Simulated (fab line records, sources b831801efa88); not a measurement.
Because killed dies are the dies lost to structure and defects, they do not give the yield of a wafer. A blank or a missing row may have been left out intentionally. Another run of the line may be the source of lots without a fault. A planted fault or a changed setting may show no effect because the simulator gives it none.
fab line records	flow sky130
record: lots: 6	wafers: 18	last_day: 50
route steps=708 shown VIA2@523 METAL3@532
lots with no fault: from the same line, run without faults
start_h: hours from the record's opening day to when the first of the lot's shown wafers began	wait_h: hours elapsed since this lot's preceding step	" identical to the entry in the row above	L1.1+2: one row covering several wafers at once	- no value, or no start given	* or withheld: withheld	< > ~ a bound
route shown NAME@n: names a module that has steps shown in the file, with the first one's number in the route	usual: the fault-free wafers' mean and standard deviation	same: alike in all rows	chamber/n: place in a boat	sites: readings site by site	_std_site: their standard deviation	_edge_site: inner sites' mean taken away from outer sites' mean	radius_mm: how far each site lies from the wafer's centre	mask NAME#n: copy n	behind: the tool/chamber that last shaped the wafer	hold: cause of the lot's hold/its duration in hours/its outcome	device: the n, p or np transistor that did not switch	end of line: the route-end tests of the same wafers	step lacking rows: just its recipe	killed: dies lost to structure and defects at the first sort, not the wafer's yield	map: per-die view of a wafer (x killed, . not killed, _ where there is no die)
set.NAME: the setting as run; set.NAME@STEP: as run at that earlier step	model.NAME: the simulator's own value behind a step, which no gauge read
certain route steps with their lots: each step a table, each wafer a row
services: from which hour (start_h, from the record's first day; less than 0 if before it) a tool's chamber was out of use, for how many hours, and why
== steps ==
step: SKY_VIA2_STRIP_16
recipe: chemistry: O2/N2	power_w: 1400	pressure_mtorr: 1500	platen_temp_c: withheld	o2_flow_sccm: 3000	n2_flow_sccm: 300	overash_fraction: 0.5
usual: drypump_motor_current_A: 5.8/0.59	n2_flow_sccm: 300.0/0.92	oes_product_au: 0.399/0.0045	strip_time_to_endpoint_s: 4.051/0.02
lot.wafer	tool	chamber	start_h	wait_h	drypump_motor_current_A	n2_flow_sccm	oes_product_au	rf_hours_counter_h	strip_time_to_endpoint_s
L566.2	plasma_asher-02	0	879.31	0.0	6.4	299.3	0.406	48	4.051
L566.3	"	0	"	"	6.4	299.8	0.397	-	4.050
L566.6	"	1	"	"	6.3	300.8	0.395	-	4.050
L571.4	plasma_asher-03	1	906.79	0.0	5.9	300.1	0.402	-	4.039
L571.5	"	1	"	"	5.8	300.2	0.401	-	4.031
L571.6	"	0	"	"	5.0	300.6	0.404	-	3.992
L574.1	plasma_asher-04	1	936.70	0.0	5.1	300.4	0.396	66	4.062
L574.2	"	0	"	"	5.1	300.1	0.395	66	4.080
L574.6	"	0	"	"	5.1	299.8	0.398	-	4.082
L575.3	plasma_asher-03	0	942.94	0.1	5.0	299.2	0.389	-	4.056
L575.5	"	0	"	"	5.0	298.6	0.390	-	4.048
L575.6	"	1	"	"	5.8	297.5	0.393	-	4.077
L584.1	plasma_asher-02	1	1002.36	0.0	6.3	300.6	0.398	63	4.067
L584.4	"	0	"	"	6.4	300.6	0.398	-	4.035
L584.6	"	0	"	"	6.4	301.0	0.401	-	4.048
L586.1	plasma_asher-02	0	1016.50	0.0	6.4	299.5	0.393	64	4.062
L586.5	"	0	"	"	6.4	299.4	0.402	-	4.049
L586.6	"	1	"	"	6.3	301.0	0.395	-	4.039
step: SKY_VIA2_STRIP_17
recipe: chemistry: post_etch_residue_remover	time_s: 1200	temp_c: 72.5
step: SKY_VIA2_CLEAN_18
recipe: chemistry: IPA	time_s: 180	temp_c: 25
step: SKY_VIA2_CLEAN_19
recipe: chemistry: O3/DIW	dry: n2_spin
step: SKY_VIA2_SPUTTER_20
recipe: material: TiN	target_thk_nm: 20	chamber_pressure_pa: 5	power_w: 4000	time_s: 80
usual: cathode_dc_power_W: 4000.0/0.75	chamber_pressure_pa: 4.999/0.01	throttle_valve_pct: 30.1/1.3
lot.wafer	tool	chamber	start_h	wait_h	cathode_dc_power_W	chamber_pressure_pa	throttle_valve_pct
L566.2	pvd_sputter-03	-	879.94	0.0	3999.9	4.996	30.4
L566.3	"	-	"	"	3999.6	4.983	29.3
L566.6	"	-	"	"	4001.0	5.014	30.4
L571.4	pvd_sputter-02	-	907.38	0.0	4000.7	5.004	28.8
L571.5	"	-	"	"	3999.9	4.985	28.7
L571.6	"	-	"	"	3999.8	5.002	29.3
L574.1	pvd_sputter-04	-	937.35	0.0	4001.5	5.012	31.5
L574.2	"	-	"	"	4000.5	5.005	32.5
L574.6	"	-	"	"	4000.3	4.993	31.5
L575.3	pvd_sputter-02	-	943.57	0.0	3999.5	5.000	28.1
L575.5	"	-	"	"	4000.3	5.010	28.2
L575.6	"	-	"	"	4000.8	5.015	30.1
L584.1	pvd_sputter-04	-	1002.95	0.0	4001.0	4.987	32.8
L584.4	"	-	"	"	3998.9	5.003	30.9
L584.6	"	-	"	"	4000.5	4.989	31.1
L586.1	pvd_sputter-02	-	1017.18	0.0	3999.3	5.001	30.3
L586.5	"	-	"	"	4000.8	5.019	28.8
L586.6	"	-	"	"	3999.4	5.003	30.3
step: SKY_VIA2_CVD_21
recipe: material: W	target_thk_nm: 420	time_s: 126.4	temp_c: 400	pressure_torr: 40
usual: chamber_pressure_Torr: 39.98/0.09	heater_power_w: 811/82
lot.wafer	tool	chamber	start_h	wait_h	chamber_pressure_Torr	heater_power_w
L566.2	cvd_w-02	0	880.01	0.0	40.12	698
L566.3	"	1	"	"	40.04	809
L566.6	"	0	"	"	40.09	703
L571.4	cvd_w-02	1	907.48	0.1	39.94	787
L571.5	"	1	"	"	39.77	786
L571.6	"	0	"	"	39.97	733
L574.1	cvd_w-02	1	937.41	0.0	40.10	776
L574.2	"	0	"	"	40.15	715
L574.6	"	1	"	"	39.90	789
L575.3	cvd_w-01	1	943.67	0.1	39.97	880
L575.5	"	0	"	"	39.95	899
L575.6	"	1	"	"	39.93	877
L584.1	cvd_w-02	1	1003.01	0.0	39.95	805
L584.4	"	1	"	"	39.92	800
L584.6	"	0	"	"	40.09	720
L586.1	cvd_w-01	0	1017.24	0.0	39.85	931
L586.5	"	1	"	"	39.92	854
L586.6	"	0	"	"	39.83	930
step: SKY_VIA2_RS_MEAS_22
recipe: thk_meas_gauge: four-point-probe	reads: W_of_VIA2_CVD_21+TiN_of_VIA2_SPUTTER_20
usual: VIA2_W_RS: 0.273/0.0039
lot.wafer	tool	chamber	start_h	wait_h	VIA2_W_RS[ohm/sq]
L566.2	film_metro-03	-	880.16	0.1	0.274
L566.3	"	-	"	"	0.274
L566.6	"	-	"	"	0.274
L571.4	film_metro-03	-	907.63	0.1	0.276
L571.5	"	-	"	"	0.274
L571.6	"	-	"	"	0.271
L574.1	film_metro-01	-	937.54	0.1	0.278
L574.2	"	-	"	"	0.273
L574.6	"	-	"	"	0.276
L575.3	film_metro-01	-	943.80	0.1	0.276
L575.5	"	-	"	"	0.267
L575.6	"	-	"	"	0.278
L584.1	film_metro-04	-	1003.14	0.1	0.275
L584.4	"	-	"	"	0.273
L584.6	"	-	"	"	0.271
L586.1	film_metro-01	-	1017.37	0.1	0.264
L586.5	"	-	"	"	0.272
L586.6	"	-	"	"	0.263
step: SKY_VIA2_THK_MEAS_23
recipe: thk_meas_gauge: xrf	reads: W_of_VIA2_CVD_21
usual: VIA2_W_THK: 410/8.5
lot.wafer	tool	chamber	start_h	wait_h	VIA2_W_THK[nm]
L566.2	film_metro-03	-	880.27	0.1	410
L566.3	"	-	"	"	411
L566.6	"	-	"	"	408
L571.4	film_metro-03	-	907.72	0.1	412
L571.5	"	-	"	"	410
L571.6	"	-	"	"	419
L574.1	film_metro-01	-	937.66	0.1	395
L574.2	"	-	"	"	406
L574.6	"	-	"	"	397
L575.3	film_metro-01	-	943.90	0.1	398
L575.5	"	-	"	"	412
L575.6	"	-	"	"	398
L584.1	film_metro-04	-	1003.26	0.1	414
L584.4	"	-	"	"	418
L584.6	"	-	"	"	423
L586.1	film_metro-01	-	1017.49	0.1	426
L586.5	"	-	"	"	415
L586.6	"	-	"	"	430
step: SKY_VIA2_CMP_24
recipe: stop_on: SiO2	t_overpolish_s: 20	down_force_psi: 3.5	platen_rpm: 60	target_thk_nm: 0	pad_velocity_m_s: 0.94248
step: SKY_METAL3_SPUTTER_00
recipe: material: Ti	target_thk_nm: 15	power_w: 3000	time_s: 10	chamber_pressure_pa: 0.4
step: SKY_METAL3_SPUTTER_01
recipe: material: TiN	target_thk_nm: 20	power_w: 6500	time_s: 16.7	chamber_pressure_pa: 0.4
step: SKY_METAL3_SPUTTER_02
recipe: material: AlCu	target_thk_nm: 735	power_w: 10600	time_s: 39.1	chamber_pressure_pa: 0.4
usual: cathode_dc_power_W: 10600/2	chamber_pressure_pa: 0.4000/0.0008	throttle_valve_pct: 29.8/0.97
lot.wafer	tool	chamber	start_h	wait_h	cathode_dc_power_W	chamber_pressure_pa	throttle_valve_pct
L566.2	pvd_sputter-02	-	880.66	0.0	10600	0.3990	29.2
L566.3	"	-	"	"	10600	0.3995	30.3
L566.6	"	-	"	"	10600	0.3994	27.9
L571.4	pvd_sputter-03	-	908.10	0.0	10602	0.4002	30.3
L571.5	"	-	"	"	10599	0.4001	29.4
L571.6	"	-	"	"	10600	0.4006	31.6
L574.1	pvd_sputter-02	-	938.16	0.0	10597	0.3989	28.6
L574.2	"	-	"	"	10605	0.4004	30.7
L574.6	"	-	"	"	10601	0.3996	28.8
L575.3	pvd_sputter-03	-	944.34	0.0	10599	0.3999	30.3
L575.5	"	-	"	"	10604	0.3999	29.8
L575.6	"	-	"	"	10597	0.3989	31.5
L584.1	pvd_sputter-03	-	1003.67	0.0	10598	0.3993	30.3
L584.4	"	-	"	"	10600	0.4004	30.7
L584.6	"	-	"	"	10600	0.3992	31.4
L586.1	pvd_sputter-01	-	1017.90	0.0	10602	0.3991	29.6
L586.5	"	-	"	"	10604	0.4004	30.7
L586.6	"	-	"	"	10602	0.3987	30.0
step: SKY_METAL3_SPUTTER_03
recipe: material: Ti	target_thk_nm: 5	power_w: 3000	time_s: 3.3	chamber_pressure_pa: 0.4
usual: cathode_dc_power_W: 3000.1/0.55	chamber_pressure_pa: 0.3999/0.00076	throttle_valve_pct: 29.8/0.97
lot.wafer	tool	chamber	start_h	wait_h	cathode_dc_power_W	chamber_pressure_pa	throttle_valve_pct
L566.2	pvd_sputter-02	-	880.70	0.0	3000.8	0.4008	29.4
L566.3	"	-	"	"	3000.1	0.3998	30.4
L566.6	"	-	"	"	2999.4	0.3984	28.1
L571.4	pvd_sputter-03	-	908.13	0.0	3000.4	0.3997	30.3
L571.5	"	-	"	"	2999.7	0.3996	29.4
L571.6	"	-	"	"	2999.3	0.4009	31.5
L574.1	pvd_sputter-02	-	938.20	0.0	-	-	-
L574.2	"	-	"	"	-	-	-
L574.6	"	-	"	"	-	-	-
L575.3	pvd_sputter-03	-	944.38	0.0	-	-	-
L575.5	"	-	"	"	-	-	-
L575.6	"	-	"	"	-	-	-
L584.1	pvd_sputter-03	-	1003.71	0.0	3000.3	0.4003	30.3
L584.4	"	-	"	"	3000.4	0.4007	30.9
L584.6	"	-	"	"	3000.5	0.3996	31.6
L586.1	pvd_sputter-01	-	1017.94	0.0	3000.2	0.3998	29.9
L586.5	"	-	"	"	3001.4	0.4006	30.9
L586.6	"	-	"	"	3001.1	0.3995	29.6
step: SKY_METAL3_SPUTTER_04
recipe: material: TiN	target_thk_nm: 70	power_w: 6500	time_s: 58.3	chamber_pressure_pa: 0.4
usual: cathode_dc_power_W: 6500.1/1.3	chamber_pressure_pa: 0.4000/0.00071	throttle_valve_pct: 29.8/0.97
lot.wafer	tool	chamber	start_h	wait_h	cathode_dc_power_W	chamber_pressure_pa	throttle_valve_pct
L566.2	pvd_sputter-02	-	880.72	0.0	6497.5	0.3982	29.2
L566.3	"	-	"	"	6502.7	0.4007	30.4
L566.6	"	-	"	"	6500.3	0.3987	28.1
L571.4	pvd_sputter-03	-	908.15	0.0	6499.7	0.3998	30.5
L571.5	"	-	"	"	6500.8	0.3997	29.4
L571.6	"	-	"	"	6498.9	0.3997	31.5
L574.1	pvd_sputter-02	-	938.22	0.0	6500.3	0.4003	28.8
L574.2	"	-	"	"	6500.6	0.3994	30.2
L574.6	"	-	"	"	6500.4	0.4002	29.1
L575.3	pvd_sputter-03	-	944.40	0.0	6499.5	0.3997	30.3
L575.5	"	-	"	"	6500.9	0.4000	29.2
L575.6	"	-	"	"	6501.3	0.3991	31.5
L584.1	pvd_sputter-03	-	1003.73	0.0	6501.3	0.3989	30.4
L584.4	"	-	"	"	6501.2	0.4012	30.6
L584.6	"	-	"	"	6500.9	0.4002	31.4
L586.1	pvd_sputter-01	-	1017.96	0.0	6501.1	0.3996	29.7
L586.5	"	-	"	"	6500.0	0.3998	30.8
L586.6	"	-	"	"	6498.8	0.3994	29.8
== services ==
tool	chamber	start_h	hours	kind
plasma_asher-02	-	871.61	2.5	repair
plasma_asher-04	-	876.39	15.6	pm
plasma_asher-04	-	882.91	26.0	repair
cvd_w-01	-	887.22	1.0	repair
cvd_w-01	-	890.53	2.8	repair
pvd_sputter-04	-	892.02	9.0	repair
plasma_asher-03	-	897.97	4.3	pm
cvd_w-01	-	904.15	14.0	pm
cvd_w-01	0	904.15	14.0	vent_cycle
cvd_w-01	1	904.15	14.0	vent_cycle
cvd_w-01	0	918.15	-	clean
cvd_w-01	1	918.15	-	clean
pvd_sputter-03	-	931.22	1.7	repair
pvd_sputter-04	-	939.78	1.8	repair
pvd_sputter-03	-	942.46	1.6	repair
plasma_asher-04	-	944.23	0.4	repair
cvd_w-02	0	981.55	4.9	repair
== key ==
first_sign: step: SKY_METAL3_SPUTTER_03	reading: tool_record	direction: missing
effect none on later readings
met_at SKY_METAL3_SPUTTER_03
struck_wafers L574.1,L574.2,L574.6,L575.3,L575.5,L575.6
later_rows_left_out L574.1,L574.2,L574.6,L575.3,L575.5,L575.6
sort_left_out L574.1,L574.2,L574.6,L575.3,L575.5,L575.6
onset_between 908.13 938.20
fault: kind: skipped_step_whole	tool: pvd_sputter-02,pvd_sputter-03	chamber: -	onset_h: 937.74	steps: SKY_METAL3_SPUTTER_03	scope: struck_lots_only
sort_left_out: the simulated sort isn't trusted on such a fault, so these wafers' sort isn't shown, and their yield isn't known
later_rows_left_out: the simulator's readings of these wafers behind a module that went badly wrong aren't trusted and aren't shown, but for the sort
